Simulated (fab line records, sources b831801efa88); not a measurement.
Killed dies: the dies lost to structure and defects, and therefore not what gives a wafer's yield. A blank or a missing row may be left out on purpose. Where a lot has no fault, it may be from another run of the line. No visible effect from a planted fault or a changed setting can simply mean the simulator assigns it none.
fab line records | flow sfqLine
record: lots: 14 | wafers: 41 | lastDay: 86
route steps=325 shown I3@134
lots that met no fault: from a run of the same line without faults
startH: start of the lot's first displayed wafer, in hours after the record's first day | waitH: hours elapsed since this lot's preceding step | " repeats the value in the row above | L1.1+2: several wafers, shown together as one row | - no value present, or no start provided | * or withheld: withheld | < > ~ a bound
route shown NAME@n: a module of which the file shows steps, and the number in the route of the first | usual: the fault-free wafers' mean and standard deviation | same: alike in all rows | chamber/n: place in a boat | sites: readings site by site | _std_site: standard deviation across them | _edge_site: mean of outer sites minus mean of inner sites | radiusMm: how far each site lies from the wafer's centre | mask NAME#n: copy n | behind: the most recent tool/chamber to have shaped the wafer | hold: what put the lot on hold/how long, in hours/how the hold closed | device: whichever transistor did not switch (one of n, p or np) | end of line: the tests these same wafers got at the end of their route | for a step that has no rows: nothing shown but its recipe | killed: not the wafer's yield, but the dies lost to structure and defects at the first sort | map: a wafer's dies, marking killed ones x, the rest . and places with no die _
set.NAME: setting as actually run; set.NAME@STEP: the setting as run at that earlier step | model.NAME: the simulator's own value behind a step, which no gauge read
a sample of lots followed through the steps of the route, with each step as a table and each wafer as a row
services: from which hour (startH, from the record's first day; less than 0 if before it) a tool's chamber was out of use, for how many hours, and why
== steps ==
step: SFQ_TRILAYER_I3_CMP_CMP_082
recipe: material: SiO2 | downForcePsi: 3 | platenRpm: 60 | padVelocityMS: 0.94248
usual: motorCurrentA: 10.0/0.58 | timeToEndpointS: 216/11
lot.wafer | tool   | chamber | startH  | waitH | motorCurrentA | timeToEndpointS
L628.3    | cmp-02 | 1       | 949.97  | 1.3   | 10.0          | 197
L628.2    | "      | 2       | "       | "     | 11.0          | 219
L628.1    | "      | 3       | "       | "     | 9.5           | 198
L629.4    | cmp-01 | 3       | 955.38  | 4.1   | 9.9           | 226
L629.2    | "      | 1       | 956.38  | 5.2   | 9.2           | 233
L629.6    | "      | 0       | 957.88  | 6.6   | 11.0          | 229
L630.2    | cmp-01 | 1       | 958.38  | 3.8   | 10.1          | 225
L630.4    | "      | 2       | "       | "     | 10.4          | 218
L630.1    | "      | 3       | "       | "     | 9.4           | 203
L632.1    | cmp-02 | 1       | 964.97  | 6.8   | 9.5           | 186
L632.2    | "      | 2       | "       | "     | 10.6          | 208
L632.5    | "      | 1       | 966.97  | 8.7   | 9.9           | 206
L633.1    | cmp-02 | 3       | 967.97  | 6.2   | 9.8           | 185
L633.4    | "      | 2       | 969.47  | 7.6   | 11.0          | 194
L638.3    | cmp-01 | 0       | 1019.44 | 3.8   | 10.9          | 208
L638.2    | "      | 2       | 1020.44 | 4.8   | 10.4          | 232
L638.6    | "      | 0       | 1021.44 | 5.8   | 10.7          | 224
L640.3    | cmp-01 | 0       | 1025.44 | 6.2   | 10.9          | 220
L640.4    | "      | 2       | 1026.44 | 7.2   | 10.0          | 227
L640.2    | "      | 3       | "       | "     | 9.8           | 204
L643.2    | cmp-01 | 2       | 1031.44 | 8.6   | 10.3          | 226
L643.4    | "      | 0       | 1032.44 | 9.6   | 10.4          | 226
L643.6    | "      | 2       | 1033.44 | 10.6  | 9.6           | 228
L646.2    | cmp-01 | 3       | 1037.44 | 11.0  | 9.4           | 215
L646.1    | "      | 1       | 1038.44 | 12.0  | 10.0          | 223
L646.3    | "      | 2       | "       | "     | 10.3          | 207
L647.3    | cmp-02 | 2       | 1173.42 | 2.0   | 10.9          | 208
L647.4    | "      | 1       | 1174.92 | 3.5   | 10.1          | 205
L647.6    | "      | 2       | "       | "     | 10.4          | 212
L648.2    | cmp-02 | 3       | 1194.92 | 7.9   | 9.4           | 205
L648.1    | "      | 1       | 1195.92 | 8.9   | 10.2          | 212
L648.5    | "      | 2       | "       | "     | 10.3          | 216
L649.3    | cmp-02 | 3       | 1197.92 | 5.1   | 9.6           | 191
L649.2    | "      | 0       | "       | "     | 9.7           | 209
L649.1    | "      | 1       | "       | "     | 10.0          | 201
L650.2    | cmp-01 | 0       | 1206.03 | 0.0   | 10.5          | 207
L650.4    | "      | 1       | "       | "     | 9.7           | 224
L650.5    | "      | 0       | 1208.03 | 2.0   | 10.6          | 209
L651.3    | cmp-01 | 3       | 1230.06 | 5.8   | 9.6           | 211
L651.2    | "      | 0       | "       | "     | 10.5          | 211
L651.6    | "      | 3       | 1232.06 | 7.7   | 9.5           | 206
step: SFQ_TRILAYER_I3_METRO_MEASURE_083
usual: thkNm: 200.2/1.3
lot.wafer | tool         | chamber | startH  | waitH | thkNm
L628.1    | filmMetro-03 | -       | 953.09  | 0.1   | 200.2
L628.2    | "            | -       | "       | "     | 201.8
L628.3    | "            | -       | "       | "     | 199.7
L629.2    | filmMetro-01 | -       | 958.70  | 0.3   | 201.8
L629.4    | "            | -       | "       | "     | 199.4
L629.6    | "            | -       | "       | "     | 199.4
L630.1    | filmMetro-04 | -       | 961.50  | 0.1   | 198.6
L630.2    | "            | -       | "       | "     | 201.6
L630.4    | "            | -       | "       | "     | 200.5
L632.1    | filmMetro-01 | -       | 968.09  | 0.1   | 218.5
L632.2    | "            | -       | "       | "     | 200.5
L632.5    | "            | -       | "       | "     | 198.6
L633.1    | filmMetro-03 | -       | 971.09  | 0.1   | 220.5
L633.4    | "            | -       | "       | "     | 221.0
L638.2    | filmMetro-01 | -       | 1022.76 | 0.3   | 200.1
L638.3    | "            | -       | "       | "     | 200.4
L638.6    | "            | -       | "       | "     | 199.4
L640.2    | filmMetro-04 | -       | 1028.76 | 0.3   | 198.3
L640.3    | "            | -       | "       | "     | 200.3
L640.4    | "            | -       | "       | "     | 201.1
L643.2    | filmMetro-03 | -       | 1034.76 | 0.3   | 200.0
L643.4    | "            | -       | "       | "     | 199.8
L643.6    | "            | -       | "       | "     | 200.0
L646.1    | filmMetro-04 | -       | 1040.56 | 0.1   | 203.1
L646.2    | "            | -       | "       | "     | 199.9
L646.3    | "            | -       | "       | "     | 200.6
L647.3    | filmMetro-01 | -       | 1176.94 | 0.5   | 198.9
L647.4    | "            | -       | "       | "     | 198.2
L647.6    | "            | -       | "       | "     | 200.0
L648.1    | filmMetro-01 | -       | 1197.54 | 0.1   | 197.1
L648.2    | "            | -       | "       | "     | 199.1
L648.5    | "            | -       | "       | "     | 199.2
L649.1    | filmMetro-01 | -       | 1200.54 | 0.1   | 199.7
L649.2    | "            | -       | "       | "     | 201.0
L649.3    | "            | -       | "       | "     | 199.9
L650.2    | filmMetro-03 | -       | 1209.35 | 0.3   | 200.4
L650.4    | "            | -       | "       | "     | 203.1
L650.5    | "            | -       | "       | "     | 200.7
L651.2    | filmMetro-03 | -       | 1233.38 | 0.3   | 198.6
L651.3    | "            | -       | "       | "     | 199.9
L651.6    | "            | -       | "       | "     | 198.2
step: SFQ_TRILAYER_I3_VIA_ETCH_VIA_ETCH_088
recipe: target: SiO2 | stopOn: Nb | maskMaterial: PR | taperDeg: 20 | chemistry: CHF3 | targetDepthNm: 260 | sourceW: 500 | biasW: 80 | pressureMtorr: 30 | timeS: withheld
usual: drypumpMotorCurrentA: 5.5/0.35 | oesProductAu: 0.856/0.005
lot.wafer | tool       | chamber | startH  | waitH | drypumpMotorCurrentA | oesProductAu
L628.1    | rieDiel-01 | 3       | 957.82  | 0.0   | 5.6                  | 0.853
L628.2    | "          | 1       | "       | "     | 5.6                  | 0.866
L628.3    | "          | 2       | "       | "     | 5.4                  | 0.867
L629.2    | rieDiel-01 | 2       | 962.54  | 0.0   | 5.4                  | 0.862
L629.4    | "          | 1       | "       | "     | 5.6                  | 0.855
L629.6    | "          | 0       | "       | "     | 5.1                  | 0.857
L630.1    | rieDiel-04 | 2       | 965.02  | 0.0   | 5.2                  | 0.855
L630.2    | "          | 3       | "       | "     | 5.4                  | 0.861
L630.4    | "          | 2       | "       | "     | 5.2                  | 0.856
L632.1    | rieDiel-03 | 1       | 971.62  | 0.0   | 4.8                  | 0.896
L632.2    | "          | 0       | "       | "     | 5.8                  | 0.855
L632.5    | "          | 2       | "       | "     | 6.1                  | 0.852
L633.1    | rieDiel-01 | 0       | 975.14  | 0.0   | 5.1                  | 0.903
L633.4    | "          | 2       | "       | "     | 5.4                  | 0.901
L638.2    | rieDiel-01 | 3       | 1048.13 | 0.0   | 5.7                  | 0.853
L638.3    | "          | 2       | "       | "     | 5.4                  | 0.858
L638.6    | "          | 2       | "       | "     | 5.4                  | 0.851
L640.2    | rieDiel-04 | 2       | 1050.53 | 0.0   | 5.2                  | 0.850
L640.3    | "          | 0       | "       | "     | 5.8                  | 0.862
L640.4    | "          | 3       | "       | "     | 5.4                  | 0.855
L643.2    | rieDiel-03 | 3       | 1055.33 | 0.0   | 5.1                  | 0.858
L643.4    | "          | 1       | "       | "     | 4.8                  | 0.855
L643.6    | "          | 1       | "       | "     | 4.8                  | 0.851
L646.1    | rieDiel-01 | 1       | 1060.23 | 0.0   | 5.6                  | 0.866
L646.2    | "          | 2       | "       | "     | 5.4                  | 0.853
L646.3    | "          | 0       | "       | "     | 5.1                  | 0.862
L647.3    | rieDiel-04 | 3       | 1180.19 | 0.0   | 5.4                  | 0.856
L647.4    | "          | 1       | "       | "     | 5.9                  | 0.855
L647.6    | "          | 3       | "       | "     | 5.4                  | 0.857
L648.1    | rieDiel-04 | 3       | 1204.54 | 0.0   | 5.4                  | 0.847
L648.2    | "          | 1       | "       | "     | 6.0                  | 0.848
L648.5    | "          | 0       | "       | "     | 5.8                  | 0.857
L649.1    | rieDiel-01 | 1       | 1205.74 | 0.0   | 5.6                  | 0.856
L649.2    | "          | 0       | "       | "     | 5.1                  | 0.865
L649.3    | "          | 2       | "       | "     | 5.4                  | 0.857
L650.2    | rieDiel-01 | 3       | 1212.68 | 0.0   | 5.6                  | 0.854
L650.4    | "          | 1       | "       | "     | 5.6                  | 0.861
L650.5    | "          | 1       | "       | "     | 5.5                  | 0.845
L651.2    | rieDiel-01 | 0       | 1248.55 | 0.0   | 5.1                  | 0.851
L651.3    | "          | 2       | "       | "     | 5.4                  | 0.859
L651.6    | "          | 0       | "       | "     | 5.1                  | 0.848
== services ==
tool         | chamber | startH  | hours | kind
rieDiel-01   | -       | 946.65  | 0.4   | repair
filmMetro-01 | -       | 969.36  | 1.8   | pm
filmMetro-01 | -       | 986.70  | 0.2   | pm
rieDiel-01   | 1       | 1010.58 | 5.5   | repair
cmp-02       | -       | 1059.85 | 2.7   | repair
cmp-01       | -       | 1072.96 | 3.1   | repair
filmMetro-01 | -       | 1076.23 | 0.3   | pm
filmMetro-01 | -       | 1082.85 | 9.3   | repair
rieDiel-01   | 0       | 1087.08 | 7.0   | repair
cmp-02       | -       | 1090.80 | 4.9   | pm
cmp-02       | -       | 1095.68 | 4.0   | pm
rieDiel-01   | 0       | 1116.85 | 2.6   | repair
cmp-01       | -       | 1118.63 | 1.6   | repair
cmp-01       | -       | 1123.60 | 4.9   | pm
rieDiel-01   | 2       | 1132.54 | 9.9   | repair
cmp-02       | -       | 1137.66 | 2.8   | repair
cmp-01       | -       | 1143.46 | 3.3   | pm
rieDiel-01   | 2       | 1158.18 | 10.2  | repair
cmp-02       | -       | 1211.62 | 13.2  | pm
filmMetro-01 | -       | 1214.36 | 0.9   | pm
filmMetro-01 | -       | 1231.11 | 0.4   | pm
cmp-01       | -       | 1238.87 | 7.1   | repair
filmMetro-01 | -       | 1239.99 | 12.2  | repair
rieDiel-01   | 3       | 1246.04 | 5.2   | repair
== key ==
firstSign: step: SFQ_TRILAYER_I3_METRO_MEASURE_083 | reading: thkNm | direction: up | sigmas: 16 | usual: 200.2 | struck: 220.0
effect: step: SFQ_TRILAYER_I3_VIA_ETCH_VIA_ETCH_088 | reading: oesProductAu | direction: up | sigmas: 8.9 | usual: 0.856 | struck: 0.900
metAt SFQ_TRILAYER_I3_CMP_CMP_082
struckLots L632,L633
struckWafers L632.1,L633.1,L633.4
fault: kind: processParameterDrift | tool: cmp-02 | chamber: - | onsetH: 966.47 | steps: SFQ_TRILAYER_I3_CMP_CMP_082 | channel: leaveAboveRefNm | offset: 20 | shape: step | endH: 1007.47 | scope: struckWafersOnly | actsIn: theseRecipesOnly | stated: 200
